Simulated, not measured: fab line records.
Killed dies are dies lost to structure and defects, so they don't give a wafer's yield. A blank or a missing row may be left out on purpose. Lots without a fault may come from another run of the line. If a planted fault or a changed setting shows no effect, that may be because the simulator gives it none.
Commonality check across tools / flow gf180mcu / Sample size 11 lots and 33 wafers

## WHY THIS WAS OPENED
3 of 11 lots carry a flag on the reading HV_LDD_2_TW at GF_HV_LDD_TW_MEAS_23. Fault-free wafers read 1060, with a standard deviation of 8.4.
Rule: a lot is flagged in two cases, either no wafer of it has a number, or all its wafers with numbers fall more than 4 standard deviations from that mean. As for the other lots, they are considered sound.

lot=L961; measured=day 10 22:48; on=filmMetro-04; HV_LDD_2_TW, wafer by wafer=1056 1055 1050; flag=
lot=L964; measured=day 11 11:59; on=filmMetro-04; HV_LDD_2_TW, wafer by wafer=1060 1067 1057; flag=
lot=L965; measured=day 11 16:26; on=filmMetro-01; HV_LDD_2_TW, wafer by wafer=1068 1068 1071; flag=
lot=L968; measured=day 13 06:37; on=filmMetro-03; HV_LDD_2_TW, wafer by wafer=1072 1064 1066; flag=
lot=L971; measured=day 14 12:41; on=filmMetro-04; HV_LDD_2_TW, wafer by wafer=30 30 30; flag=FLAGGED
lot=L973; measured=day 14 15:35; on=filmMetro-03; HV_LDD_2_TW, wafer by wafer=30 30 30; flag=FLAGGED
lot=L974; measured=day 14 23:20; on=filmMetro-03; HV_LDD_2_TW, wafer by wafer=30 30 30; flag=FLAGGED
lot=L980; measured=day 16 22:32; on=filmMetro-01; HV_LDD_2_TW, wafer by wafer=1069 1066 1067; flag=
lot=L981; measured=day 17 09:32; on=filmMetro-03; HV_LDD_2_TW, wafer by wafer=1059 1062 1053; flag=
lot=L983; measured=day 17 20:04; on=filmMetro-01; HV_LDD_2_TW, wafer by wafer=1062 1058 1062; flag=
lot=L982; measured=day 17 20:29; on=filmMetro-01; HV_LDD_2_TW, wafer by wafer=1065 1064 1062; flag=
Averaged over the flagged lots the numbers come to 30, -1030 from the usual (-99 or more standard deviations).

## WHICH TOOL RAN EACH LOT
3 process steps preceding the reading are held in the record, out of 602 steps in the route. Cell contents, in order: the tool; ch with the chambers the sampled wafers went through; the start.
lot=L961; flag=; GF_DNWELL_STRIP_08=plasmaAsher-03 ch 0,1, day 2 23:34; GF_HV_LDD_STRIP_10=plasmaAsher-01 ch 0,1, day 10 04:41; GF_HV_LDD_STRIP_22=plasmaAsher-03 ch 0,1, day 10 22:43
lot=L964; flag=; GF_DNWELL_STRIP_08=plasmaAsher-01 ch 0,1, day 3 10:45; GF_HV_LDD_STRIP_10=plasmaAsher-01 ch 0,1, day 10 17:39; GF_HV_LDD_STRIP_22=plasmaAsher-03 ch 0,1, day 11 11:53
lot=L965; flag=; GF_DNWELL_STRIP_08=plasmaAsher-03 ch 0,1, day 3 15:32; GF_HV_LDD_STRIP_10=plasmaAsher-02 ch 0, day 10 21:39; GF_HV_LDD_STRIP_22=plasmaAsher-01 ch 0,1, day 11 16:20
lot=L968; flag=; GF_DNWELL_STRIP_08=plasmaAsher-03 ch 0,1, day 4 15:56; GF_HV_LDD_STRIP_10=plasmaAsher-03 ch 0,1, day 12 10:47; GF_HV_LDD_STRIP_22=plasmaAsher-01 ch 0,1, day 13 06:30
lot=L971; flag=FLAGGED; GF_DNWELL_STRIP_08=plasmaAsher-02 ch 0,1, day 5 11:15; GF_HV_LDD_STRIP_10=plasmaAsher-02 ch 0,1, day 13 15:39; GF_HV_LDD_STRIP_22=plasmaAsher-03 ch 0, day 14 12:35
lot=L973; flag=FLAGGED; GF_DNWELL_STRIP_08=plasmaAsher-01 ch 0,1, day 5 15:41; GF_HV_LDD_STRIP_10=plasmaAsher-02 ch 0,1, day 13 18:35; GF_HV_LDD_STRIP_22=plasmaAsher-02 ch 0,1, day 14 15:29
lot=L974; flag=FLAGGED; GF_DNWELL_STRIP_08=plasmaAsher-03 ch 0,1, day 5 21:00; GF_HV_LDD_STRIP_10=plasmaAsher-03 ch 0,1, day 14 01:59; GF_HV_LDD_STRIP_22=plasmaAsher-02 ch 0,1, day 14 23:14
lot=L980; flag=; GF_DNWELL_STRIP_08=plasmaAsher-02 ch 0,1, day 7 05:32; GF_HV_LDD_STRIP_10=plasmaAsher-02 ch 0,1, day 16 00:08; GF_HV_LDD_STRIP_22=plasmaAsher-02 ch 0,1, day 16 22:26
lot=L981; flag=; GF_DNWELL_STRIP_08=plasmaAsher-03 ch 0,1, day 7 12:10; GF_HV_LDD_STRIP_10=plasmaAsher-02 ch 0,1, day 16 10:27; GF_HV_LDD_STRIP_22=plasmaAsher-02 ch 0,1, day 17 09:26
lot=L983; flag=; GF_DNWELL_STRIP_08=plasmaAsher-02 ch 0,1, day 7 20:11; GF_HV_LDD_STRIP_10=plasmaAsher-03 ch 0,1, day 16 20:40; GF_HV_LDD_STRIP_22=plasmaAsher-01 ch 0,1, day 17 19:59
lot=L982; flag=; GF_DNWELL_STRIP_08=plasmaAsher-01 ch 0,1, day 7 19:17; GF_HV_LDD_STRIP_10=plasmaAsher-02 ch 0,1, day 16 20:42; GF_HV_LDD_STRIP_22=plasmaAsher-01 ch 0, day 17 20:23
What is done by these steps:
- GF_DNWELL_STRIP_08: strips in O2/N2.
- GF_HV_LDD_STRIP_10: strips in O2/N2.
- GF_HV_LDD_STRIP_22: strips in O2/N2.
- GF_HV_LDD_TW_MEAS_23

## FLAGGED OVER TOTAL, TOOL BY TOOL (the gauges that took the reading come last)
step=GF_DNWELL_STRIP_08; tool=plasmaAsher-01; lots run=3; flagged=1; share of the flagged lots=some; sound lots run after its first flagged lot=1 (L982)
step=GF_DNWELL_STRIP_08; tool=plasmaAsher-02; lots run=3; flagged=1; share of the flagged lots=some; sound lots run after its first flagged lot=2 (L980,L983)
step=GF_DNWELL_STRIP_08; tool=plasmaAsher-03; lots run=5; flagged=1; share of the flagged lots=some; sound lots run after its first flagged lot=1 (L981)
step=GF_HV_LDD_STRIP_10; tool=plasmaAsher-01; lots run=2; flagged=0; share of the flagged lots=none; sound lots run after its first flagged lot=-
step=GF_HV_LDD_STRIP_10; tool=plasmaAsher-02; lots run=6; flagged=2; share of the flagged lots=some; sound lots run after its first flagged lot=3 (L980,L981,L982)
step=GF_HV_LDD_STRIP_10; tool=plasmaAsher-03; lots run=3; flagged=1; share of the flagged lots=some; sound lots run after its first flagged lot=1 (L983)
step=GF_HV_LDD_STRIP_22; tool=plasmaAsher-01; lots run=4; flagged=0; share of the flagged lots=none; sound lots run after its first flagged lot=-
step=GF_HV_LDD_STRIP_22; tool=plasmaAsher-02; lots run=4; flagged=2; share of the flagged lots=some; sound lots run after its first flagged lot=2 (L980,L981)
step=GF_HV_LDD_STRIP_22; tool=plasmaAsher-03; lots run=3; flagged=1; share of the flagged lots=some; sound lots run after its first flagged lot=0
step=GF_HV_LDD_TW_MEAS_23; tool=filmMetro-01; lots run=4; flagged=0; share of the flagged lots=none; sound lots run after its first flagged lot=-
step=GF_HV_LDD_TW_MEAS_23; tool=filmMetro-03; lots run=4; flagged=2; share of the flagged lots=some; sound lots run after its first flagged lot=1 (L981)
step=GF_HV_LDD_TW_MEAS_23; tool=filmMetro-04; lots run=3; flagged=1; share of the flagged lots=some; sound lots run after its first flagged lot=0

## WHAT THE TABLE ALLOWS
No row of the table ran every flagged lot.

## WHAT WAS PUT IN BY THE SIMULATOR
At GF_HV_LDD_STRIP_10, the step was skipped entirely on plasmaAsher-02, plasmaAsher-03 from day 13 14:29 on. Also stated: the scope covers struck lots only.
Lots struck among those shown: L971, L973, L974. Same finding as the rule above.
